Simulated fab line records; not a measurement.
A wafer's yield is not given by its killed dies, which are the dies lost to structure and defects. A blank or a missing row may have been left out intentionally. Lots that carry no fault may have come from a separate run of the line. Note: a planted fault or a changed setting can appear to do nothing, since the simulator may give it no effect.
One fault seen from 2 desks -- flow sky130 -- numbers are kept per desk, each desk with only its own; the story behind them comes last

## FROM THE METROLOGY DESK
Means of the sampled wafers that have a number, per lot and without regard to the tool the lot ran on: this is what the gauges read. Any lot whose mean is over 4 standard deviations away from the usual mean is out of limits and marked OUT; that distance is given in the brackets.
Columns: A = VIA4_BOW at SKY_VIA4_BOW_MEAS_03, usual 80 um
lot,first seen here,A
L791,day 41 12:26,78
L794,day 42 21:34,81
L797,day 43 12:34,76
L798,day 43 19:37,82
L799,day 44 00:56,70
L801,day 44 22:55,81
L802,day 44 23:44,73
L804,day 45 13:45,82
L805,day 45 18:38,90
L806,day 46 05:55,77
L812,day 47 11:18,78
L813,day 47 14:51,78
This desk found nothing out of limits on any of the 12 lots.

## DESK OF THE TOOL OWNER: pvd sputter-04
At SKY_METAL2_SPUTTER_04 (material TiN, target thk 70 nm, time 58.3 s) the tool's own readings: per lot run on this tool, the mean of the sampled wafers that have a number. Any lot whose mean is over 4 standard deviations away from the usual mean is out of limits and marked OUT; that distance is given in the brackets.
Columns: A = chamber pressure pa at SKY_METAL2_SPUTTER_04, usual 0.4001 Pa; B = throttle valve pct at SKY_METAL2_SPUTTER_04, usual 29.4 %
lot,first seen here,A,B
L791,day 33 15:50,0.3998,29.5
L794,day 35 06:35,0.4000,30.3
L798,day 36 06:56,0.3999,29.0
L799,day 36 13:38,0.4001,29.3
L802,day 37 15:20,0.4002,30.0
L804,day 38 06:39,0.3999,29.4
L805,day 38 14:50,0.3999,29.6
This desk found nothing out of limits on any of the 7 lots.

## PUT TOGETHER
Nothing out of limits was seen by the metrology desk.
The tool owner's desk saw nothing out of limits.

## WHAT THE SIMULATOR HAD PUT IN
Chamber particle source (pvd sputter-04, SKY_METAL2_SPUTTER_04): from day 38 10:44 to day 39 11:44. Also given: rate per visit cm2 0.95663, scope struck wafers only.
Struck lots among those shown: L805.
